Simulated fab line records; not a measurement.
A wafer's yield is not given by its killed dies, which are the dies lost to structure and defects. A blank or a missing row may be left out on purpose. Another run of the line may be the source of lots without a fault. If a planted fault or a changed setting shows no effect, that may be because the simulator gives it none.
The tool behind it: which one? ; flow gf180mcu ; Sampling: 14 lots, 42 wafers, 4 of 602 route steps

## WHAT EACH GAUGE READ, for each wafer
GF_VT_IMPLANT_RS_MEAS_48: measures by four-point-probe. Usual: LVPWELL_RS typically reads 1199 ohm/sq, with standard deviation 4.8.
lot;measured;on;LVPWELL_RS (ohm/sq);flag
L499;day 7 22:38;film_metro-04;1197 1193 1195;
L500;day 8 01:56;film_metro-03;1202 1203 1206;
L501;day 8 09:34;film_metro-03;1200 1198 1204;
L502;day 8 15:35;film_metro-04;1196 1193 1196;
L503;day 8 22:05;film_metro-03;1204 1208 1205;
L504;day 9 05:33;film_metro-04;1194 1196 1196;
L506;day 10 03:30;film_metro-03;1201 1203 1202;
L507;day 10 10:47;film_metro-03;1202 1199 1202;
L508;day 10 12:59;film_metro-04;1195 1198 1201;
L510;day 11 00:56;film_metro-03;1203 1201 1199;
L517;day 12 21:57;film_metro-02;1196 1197 1201;
L518;day 13 00:51;film_metro-03;1207 1205 1202;
L519;day 13 08:20;film_metro-02;1193 1195 1194;
L521;day 13 21:52;film_metro-03;1198 1201 1202;

GF_POLY_GATE_CD_MEAS_10 targets a cd of 280 nm. Usual: cd_nm reads 280.1 nm (standard deviation 1.1).
lot;measured;on;cd_nm (nm);flag
L499;day 9 14:41;cd_sem-01;279.6 279.4 280.8;
L500;day 9 19:32;cd_sem-02;280.2 280.3 280.6;
L501;day 10 00:35;cd_sem-01;279.8 279.4 279.2;
L502;day 10 06:02;cd_sem-02;281.0 280.7 280.8;
L503;day 10 17:09;cd_sem-02;280.0 279.3 279.4;
L504;day 11 01:25;cd_sem-01;280.6 280.3 278.8;
L506;day 12 04:10;cd_sem-02;282.1 282.1 282.0;
L507;day 12 10:32;cd_sem-02;279.4 278.6 279.0;
L508;day 12 10:23;cd_sem-01;280.8 279.2 280.1;
L510;day 12 19:51;cd_sem-02;280.4 280.5 281.7;
L517;day 15 05:07;cd_sem-01;279.6 278.8 277.9;
L518;day 15 04:28;cd_sem-02;279.0 279.5 278.9;
L519;day 15 12:29;cd_sem-01;279.8 277.9 279.0;
L521;day 16 00:38;cd_sem-01;279.7 281.1 280.3;

GF_HV_LDD_CD_MEAS_07 targets a cd of 400 nm. Usual: cd_nm reads 398.5 nm (standard deviation 2.2).
lot;measured;on;cd_nm (nm);flag
L499;day 10 10:17;cd_sem-01;401.8 400.6 401.5;
L500;day 10 16:26;cd_sem-01;393.3 396.1 394.7;
L501;day 10 21:56;cd_sem-01;398.9 399.9 397.6;
L502;day 11 08:05;cd_sem-02;397.5 397.8 399.9;
L503;day 11 18:18;cd_sem-02;398.9 397.8 397.8;
L504;day 12 00:07;cd_sem-01;400.5 398.3 399.6;
L506;day 13 00:43;cd_sem-02;396.0 397.1 396.3;
L507;day 13 07:17;cd_sem-02;398.9 398.8 398.4;
L508;day 13 07:35;cd_sem-01;399.8 397.9 397.2;
L510;day 13 19:36;cd_sem-01;398.7 398.3 400.7;
L517;day 16 03:47;cd_sem-01;401.9 400.8 401.0;
L518;day 16 03:28;cd_sem-02;396.3 395.7 397.5;
L519;day 16 12:35;cd_sem-01;397.9 399.8 397.2;
L521;day 17 00:20;cd_sem-01;399.3 399.1 400.9;

## WHICH TOOL RAN EACH LOT (tool, then ch and the chambers of the sampled wafers, then the start)
lot;GF_POLY_GATE_ETCH_13
L499;rie_si-02 ch 0,1,2, day 9 14:54
L500;rie_si-02 ch 0,3, day 9 19:45
L501;rie_si-02 ch 0,1,3, day 10 00:48
L502;rie_si-01 ch 1,2,3, day 10 06:14
L503;rie_si-02 ch 0,1,2, day 10 17:18
L504;rie_si-02 ch 0,1,3, day 11 01:36
L506;rie_si-01 ch 2,3, day 12 04:21
L507;rie_si-01 ch 1,2,3, day 12 10:45
L508;rie_si-02 ch 1,2, day 12 10:35
L510;rie_si-02 ch 0,1, day 12 20:00
L517;rie_si-01 ch 0,1,2, day 15 05:17
L518;rie_si-02 ch 0,1,2, day 15 04:39
L519;rie_si-02 ch 2,3, day 15 12:42
L521;rie_si-01 ch 0,3, day 16 00:48
- GF_POLY_GATE_ETCH_13: etches poly-Si in HBr/Cl2, stops on SiO2, target depth 198.5 nm, time 69.6 s.

## WHAT THE TOOLS THEMSELVES READ (means of the sampled wafers that have a number; where no wafer has one, the mark that the record gives instead)
GF_POLY_GATE_ETCH_13. Usual: drypump_motor_current_A 5.7 A, standard deviation 0.56; he_backside_leak_sccm 2.64 sccm, standard deviation 0.22; oes_product_au 0.990 a.u., standard deviation 0.008; rf_fwd_power_W 397.0 W, standard deviation 1.6; throttle_valve_pct 33.684 %, standard deviation 0.0082.
lot;tool;drypump_motor_current_A (A);he_backside_leak_sccm (sccm);oes_product_au (a.u.);rf_fwd_power_W (W);throttle_valve_pct (%);flag
L499;rie_si-02;5.2;2.48;0.996;394.9;33.681;
L500;rie_si-02;6.0;2.69;0.997;397.2;33.688;
L501;rie_si-02;5.4;2.50;0.984;396.1;33.695;
L502;rie_si-01;5.8;2.79;0.990;398.2;33.678;
L503;rie_si-02;5.1;2.56;0.997;396.8;33.687;
L504;rie_si-02;5.5;2.48;0.986;397.6;33.678;
L506;rie_si-01;5.7;2.50;0.988;398.2;33.693;
L507;rie_si-01;5.8;2.69;0.992;397.2;33.685;
L508;rie_si-02;5.4;2.70;0.983;397.3;33.676;
L510;rie_si-02;4.9;2.50;0.993;395.8;33.683;
L517;rie_si-01;6.0;2.85;0.994;397.4;33.682;
L518;rie_si-02;5.2;2.52;0.942;332.6;33.697;OFF
L519;rie_si-02;6.2;2.67;0.924;333.5;33.685;OFF
L521;rie_si-01;5.8;2.52;0.978;396.9;33.684;

## THE ANSWER, worked out from the rows above alone
Rule: a lot is off if the mean of its wafers that have a number lies more than 3 standard deviations from the usual mean. A lot without any number at a reading at which 4 lots or more have one is off too. Where the step has rows for the other lots, those lots are counted as sound. Order of review: gauges by route order, followed by the tools' own readings, for which a lot's mean as printed above is used. At the first step where some lot is off, the reading lying furthest off is the one used; lots without a number count as furthest.
Off, at GF_POLY_GATE_ETCH_13 on rf_fwd_power_W: L518, L519.
If a tool, at that step or one of the process steps before it, ran each lot that is off and ran no sound lot following the first of them, it fits. One fits: rie_si-02 at GF_POLY_GATE_ETCH_13. A fault onset in the window from L510 (day 12 20:00, its last sound lot) to L518 (day 15 04:39, its first lot off) fits.
The tool's own readings at GF_POLY_GATE_ETCH_13 bear it out: on the lots that are off they differ by more than 5 times the standard deviation of the sound lots' means. oes_product_au reads 0.933 a.u. there against 0.990 a.u. on the sound lots; rf_fwd_power_W reads 333.1 W there against 397.0 W on the sound lots.

## WHAT THE SIMULATOR HAD PUT IN
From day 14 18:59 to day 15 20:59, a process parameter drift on rie_si-02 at GF_POLY_GATE_ETCH_13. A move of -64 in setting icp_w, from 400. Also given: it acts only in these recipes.
Shown lots that were struck: L518, L519. Same finding as the rule above.
